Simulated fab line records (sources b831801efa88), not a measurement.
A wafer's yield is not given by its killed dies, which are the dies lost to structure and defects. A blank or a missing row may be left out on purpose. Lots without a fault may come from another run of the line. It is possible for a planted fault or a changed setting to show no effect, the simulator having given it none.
A struck lot beside a sound one || flow gf180mcu || 30 steps out of a route of 602
Sound: the wafers L442.2, L442.5, L442.6. Struck: wafer L456.4 (L456.2, L456.3, from the same lot, were not struck and are left out); the cause is given at the end.
For every step that has rows: the tool of each side, followed by ch and its chambers, followed by its first start. Under that, the readings that differ: sound wafers || struck wafers || difference of the means || sigmas: that difference in standard deviations of wafers without a fault.
alike: same words and numbers on both sides, and readings whose means sit less than 2 such deviations apart. not compared: any withheld reading, any reading some wafer has no value for, any bound like >300 that may hide the same value, and any number with overlapping values for which the record gives no deviation.
Wherever a step has rows on one side only, a row that says differs or no value, or a row with sigmas, the two part there. When numbers do not overlap yet have no deviation, they are printed without sigmas and do not part them. A reading missing from all wafers of one side parts the sides only when that side holds two or more wafers.

first, 3 steps without rows for these wafers: GF_PSD_EXPOSE_04 (exposes mask Pplus, target cd 400 nm); GF_PSD_PEB_05; GF_PSD_DEVELOP_06 (develop time 60 s).
GF_PSD_CD_MEAS_07: target cd 400 nm.
  struck on cd sem-01, day 19 07:44; sound on cd sem-01, day 14 02:01
  alike: cd nm
GF_PSD_OVL_MEAS_08:
  struck on overlay-01, day 19 07:50; sound on overlay-01, day 14 02:07
  alike: PSD_OVL
next, for these wafers, 1 step has no rows: GF_PSD_IMPLANT_09.
GF_PSD_STRIP_10: strips in O2/N2.
  sound on plasma asher-04 ch 0,1, day 14 02:18; struck on plasma asher-01 ch 1, day 19 08:01
  alike: drypump motor current A, heater power w, oes product au, strip time to endpoint s
  not compared: rf hours counter h
GF_PSD_TW_MEAS_11:
  struck on film metro-04, day 19 08:07; sound on film metro-01, day 14 02:25
  alike: PSD_TW
then, 1 step without rows for these wafers: GF_PSD_CLEAN_12 (cleans in SC1/SC2, time 150 s).
GF_PSD_RTA_13: time 20 s.
  sound on rtp anneal-02 ch 0, day 14 02:31; struck on rtp anneal-02 ch 0, day 19 08:14
  alike: lamp power pct, wafer_temp_C_max
GF_PSD_RS_MEAS_14: a four-point-probe measurement.
  struck on film metro-01, day 19 08:20; sound on film metro-01, day 14 02:37
  alike: NSD_RS
GF_PSD_RS_MEAS_15: a four-point-probe measurement.
  struck on film metro-01, day 19 08:27; sound on film metro-01, day 14 02:44
  alike: PSD_RS
GF_SAB_CVD_00: deposits SiO2 from TEOS, target thk 50 nm, time 4.9302 s.
  sound on pecvd-02 ch 1,2, day 14 02:50; struck on pecvd-03 ch 0, day 19 08:33
{"reading": "model.SiO2_of_SAB_CVD_00.thk nm (nm)", "sound": "49.68 50.29 50.09", "struck": 67.61, "difference": "+17.59", "sigmas": ""}
  alike: heater power outer w, heater power w
GF_SAB_THK_MEAS_01:
  struck on film metro-03, day 19 08:35; sound on film metro-03, day 14 02:52
{"reading": "SAB_CVD_00_THK (nm)", "sound": "49.7 50.3 50.1", "struck": 67.6, "difference": "+17.6", "sigmas": "+26"}
then, 7 steps without rows for these wafers: GF_SAB_DEHYDRATE_02 (time 60 s); GF_SAB_HMDS_03 (prime time 60 s); GF_SAB_COAT_04 (resist thk 1000 nm); GF_SAB_SOFTBAKE_05 (time 60 s); GF_SAB_EXPOSE_06 (exposes mask SAB, target cd 420 nm); GF_SAB_PEB_07; GF_SAB_DEVELOP_08 (develop time 60 s).
GF_SAB_CD_MEAS_09: target cd 420 nm.
  struck on cd sem-02, day 20 09:16; sound on cd sem-01, day 14 23:26
  alike: cd nm
GF_SAB_OVL_MEAS_10:
  struck on overlay-02, day 20 09:23; sound on overlay-01, day 14 23:33
  alike: SAB_OVL
GF_SAB_ETCH_11: etches SiO2 in C4F8/O2/Ar, target depth 55 nm, time 8.5 s.
  sound on rie diel-02 ch 1,2, day 14 23:35; struck on rie diel-02 ch 1, day 20 09:25
  alike: oes product au
  not compared: rf hours counter h
then, 1 step without rows for these wafers: GF_SAB_WET_ETCH_12 (etches SiO2 in dHF, target depth 22 nm, time 440 s).
GF_SAB_STRIP_13: strips in O2/N2.
  sound on plasma asher-02 ch 0,1, day 14 23:52; struck on plasma asher-02 ch 0, day 20 09:34
{"reading": "oes product au (a.u.)", "sound": "0.705 0.703 0.702", "struck": 0.715, "difference": "+0.012", "sigmas": "+3"}
  alike: drypump motor current A, heater power w, strip time to endpoint s
  not compared: rf hours counter h
then, 1 step without rows for these wafers: GF_SALICIDE_CLEAN_00 (cleans in SC1/SC2, time 150 s).
GF_SALICIDE_WET_ETCH_01: etches SiO2 in dHF, target depth 5 nm, time 100 s.
  sound on wet bench-03 ch 1, day 15 00:04; struck on wet bench-03 ch 0, day 20 09:43
{"reading": "model.SiO2_of_SAB_CVD_00.thk nm (nm)", "sound": "38.89 39.51 39.36", "struck": 56.93, "difference": "+17.68", "sigmas": ""}
  alike: bath heat duty pct
GF_SALICIDE_SPUTTER_02: material Co, target thk 10 nm, time 20 s.
  struck on pvd sputter-03, day 20 09:45; sound on pvd sputter-03, day 15 00:06
  alike: throttle valve pct
-- the record jumps here: 13 days lie between the struck wafers' starts before and after (it left off in module SALICIDE and takes up again in module PASSIVATION, whose first step shown is number 602 of the route) --
GF_PASSIVATION_PROBE_99:
  the record has rows for the struck wafers here (prober-02, day 33 02:28) and none for the sound ones

WHERE THEY PART
Last at GF_PASSIVATION_PROBE_99 as far as this record goes, first at GF_SAB_THK_MEAS_01.

WHY: the cause the simulator had injected
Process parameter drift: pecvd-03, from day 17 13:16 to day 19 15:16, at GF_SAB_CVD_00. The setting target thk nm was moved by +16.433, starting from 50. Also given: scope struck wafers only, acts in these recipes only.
